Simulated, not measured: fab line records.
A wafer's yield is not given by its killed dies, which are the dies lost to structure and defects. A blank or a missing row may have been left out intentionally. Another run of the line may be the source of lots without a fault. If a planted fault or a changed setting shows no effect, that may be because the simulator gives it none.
8D (eight disciplines) problem report, filled in by code :: flow sky130 :: the parts of the form that need people (team, actions taken, sign-off) are left out

1. PROBLEM STATEMENT
Mean of killed_at_M4_up at SKY_PAD_OPEN_PROBE_99: 403.8 across 6 wafers in 2 lots; on wafers with no fault it is 3.2 (standard deviation 1.8). So: +99 or more standard deviations from the usual mean.
Seen first at day 47 06:50 on prober-01, wafer L972.2. The record holds 7 wafers of 3 lots with a number at this step. By rule, "out" or "out of limits" means more than 4 standard deviations away from the usual mean. Any other wafer with a number is counted as sound.

2. WHAT THIS IS AND IS NOT
question: which readings at this step
is: killed_at_M4_up, defect-limited-yield, killed-dies, killed-on-rim, sort_bin_5_function, sort-n-pass, sort-yield-pct
is not: killed-at-contacts, killed-at-front-end, killed-at-other, killed-open, sort_bin_3_pad_short

question: which lots
is: L972, L973
is not: L983

question: which wafers of those lots
is: all that have a number
is not: -

question: read on which tools
is: prober-01, prober-02
is not: -

question: when
is: from day 47 06:50
is not: up to then (0 sound wafers); but 1 sound wafer of L983 came after

3. SUSPECTS, AND WHAT RULES EACH OUT
Counting: a tool at a process step up to the reading stays a suspect if it ran every lot that is out and no sound lot after the first of them.
- plasma-asher-03 at SKY_METAL4_STRIP_19 (strips in O2/N2): ruled out as a lasting fault. Sound lots L983 ran on it after its first lot that is out, L972 (day 43 11:42).
Left after counting: nothing in the record.

4. THE CAUSE (what the simulator had put in)
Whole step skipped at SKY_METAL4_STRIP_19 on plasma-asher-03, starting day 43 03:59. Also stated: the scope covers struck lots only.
It was ruled out by counting, in error; the rule expects a fault to strike all lots run on its tool from its start on, and this fault did not.

5. THE CHAIN OF EFFECTS, in route order
Rows list readings where the struck wafers' mean (over those with a number) sits beyond 3 standard deviations from the usual. Scope: only readings with a usual standard deviation given in the record; hours: median across lots of the time from each lot's start at the first step in this table that gives one to its start at this step; sigmas: change in usual standard deviations.
hours: 0
step: SKY_PAD_OPEN_PROBE_99
reading: defect-limited-yield
usual: 82.8 %
on struck wafers: 0.0
change: -82.8
sigmas: -41

hours: 0
step: SKY_PAD_OPEN_PROBE_99
reading: killed_at_M4_up
usual: 3.2
on struck wafers: 403.8
change: +400.6
sigmas: +99 or more

hours: 0
step: SKY_PAD_OPEN_PROBE_99
reading: killed-dies
usual: 85
on struck wafers: 492
change: +407
sigmas: +41

hours: 0
step: SKY_PAD_OPEN_PROBE_99
reading: killed-on-rim
usual: 17
on struck wafers: 96
change: +79
sigmas: +20

hours: 0
step: SKY_PAD_OPEN_PROBE_99
reading: sort_bin_5_function
usual: 10.0 %
on struck wafers: 92.1
change: +82.1
sigmas: +55

hours: 0
step: SKY_PAD_OPEN_PROBE_99
reading: sort-n-pass
usual: 407
on struck wafers: 0
change: -407
sigmas: -41

hours: 0
step: SKY_PAD_OPEN_PROBE_99
reading: sort-yield-pct
usual: 82.8 %
on struck wafers: 0.0
change: -82.8
sigmas: -41
It contains these process steps:
- SKY_PAD_OPEN_PROBE_99
Readings that are blank on the struck wafers while sound wafers have them: chamber-pressure-mTorr at SKY_METAL4_STRIP_19; drypump-motor-current-A at SKY_METAL4_STRIP_19; n2-flow-sccm at SKY_METAL4_STRIP_19; oes-product-au at SKY_METAL4_STRIP_19; strip-time-to-endpoint-s at SKY_METAL4_STRIP_19.

6. WHAT WOULD HAVE CAUGHT IT SOONER
99 hours passed between the start of the fault at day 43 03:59 and the first reading out of limits in this record, taken at day 47 06:50.
At SKY_METAL4_STRIP_19 the tool's readings are blank on the struck wafers, where sound wafers have them: an empty tool record is the first sign, and it was there at once.
